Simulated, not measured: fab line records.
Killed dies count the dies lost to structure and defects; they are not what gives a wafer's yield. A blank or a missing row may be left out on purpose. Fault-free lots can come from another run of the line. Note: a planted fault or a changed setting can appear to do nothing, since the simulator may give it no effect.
What tool caused it? ; flow gf180mcu ; 12 lots, 36 wafers sampled, at 2 steps of a route of 602

WHAT EACH GAUGE READ, for each wafer
GF_V5_CD_MEAS_14: target cd 260 nm. Usual: cd nm 260.3 nm, standard deviation 1.1.
lot;measured;on;cd nm (nm);flag
L165;day 27 04:43;cd sem-02;259.8 259.7 260.4;
L166;day 27 13:37;cd sem-02;258.8 261.0 260.9;
L168;day 28 07:20;cd sem-01;260.3 259.2 260.3;
L170;day 28 20:10;cd sem-02;259.9 261.5 260.1;
L171;day 29 01:04;cd sem-02;260.2 260.4 261.4;
L172;day 29 11:13;cd sem-01;260.3 260.2 260.5;
L174;day 30 06:10;cd sem-01;261.9 262.1 262.4;
L175;day 30 13:23;cd sem-01;259.9 260.5 259.4;
L176;day 30 17:46;cd sem-01;261.0 260.9 260.9;
L178;day 31 06:08;cd sem-01;261.3 260.0 261.5;
L187;day 33 08:23;cd sem-02;261.4 261.0 261.1;
L188;day 33 16:59;cd sem-01;260.9 261.5 261.3;

EACH LOT AND THE TOOL THAT RAN IT (in order: tool; ch and the chambers of the sampled wafers; start)
lot;GF_MIM_SPUTTER_09
L165;pvd sputter-04, day 24 11:16
L166;pvd sputter-04, day 24 21:30
L168;pvd sputter-04, day 25 14:57
L170;pvd sputter-01, day 26 07:25
L171;pvd sputter-04, day 26 12:34
L172;pvd sputter-04, day 26 22:47
L174;pvd sputter-04, day 27 19:52
L175;pvd sputter-04, day 28 02:39
L176;pvd sputter-04, day 28 07:35
L178;pvd sputter-03, day 28 21:19
L187;pvd sputter-03, day 31 05:14
L188;pvd sputter-01, day 31 14:09
- GF_MIM_SPUTTER_09: material TiN, target thk 35 nm, time 29.2 s.

AS READ BY THE TOOLS THEMSELVES (means over the sampled wafers that have a number; for cases with no such wafer, the mark the record gives instead)
GF_MIM_SPUTTER_09. Usual: cathode dc power W 6500.1 W, standard deviation 1.1; throttle valve pct 30.2 %, standard deviation 0.84.
lot;tool;cathode dc power W (W);throttle valve pct (%);flag
L165;pvd sputter-04;6500.0;31.0;
L166;pvd sputter-04;6501.3;30.2;
L168;pvd sputter-04;6501.6;29.7;
L170;pvd sputter-01;6500.3;30.2;
L171;pvd sputter-04;6499.8;29.7;
L172;pvd sputter-04;6500.5;30.8;
L174;pvd sputter-04;6500.7;30.2;
L175;pvd sputter-04;6500.0;30.4;
L176;pvd sputter-04;6499.2;30.2;
L178;pvd sputter-03;6499.7;29.1;
L187;pvd sputter-03;6500.3;29.3;
L188;pvd sputter-01;6499.5;30.6;

THE ANSWER, worked out from the rows above alone
Rule: a lot is off if the mean of its wafers that have a number lies more than 3 standard deviations from the usual mean. Also off: a lot with no number at a reading for which 4 or more lots have one. All remaining lots with rows at the step are treated as sound. Order of review: gauges by route order, followed by the tools' own readings, for which a lot's mean as printed above is used. The first step at which some lot is off is used, and at that step the reading that is off furthest; a lot without a number counts as furthest.
No lot is off at any reading shown: from this, nothing can be told.

WHAT THE SIMULATOR HAD PUT IN
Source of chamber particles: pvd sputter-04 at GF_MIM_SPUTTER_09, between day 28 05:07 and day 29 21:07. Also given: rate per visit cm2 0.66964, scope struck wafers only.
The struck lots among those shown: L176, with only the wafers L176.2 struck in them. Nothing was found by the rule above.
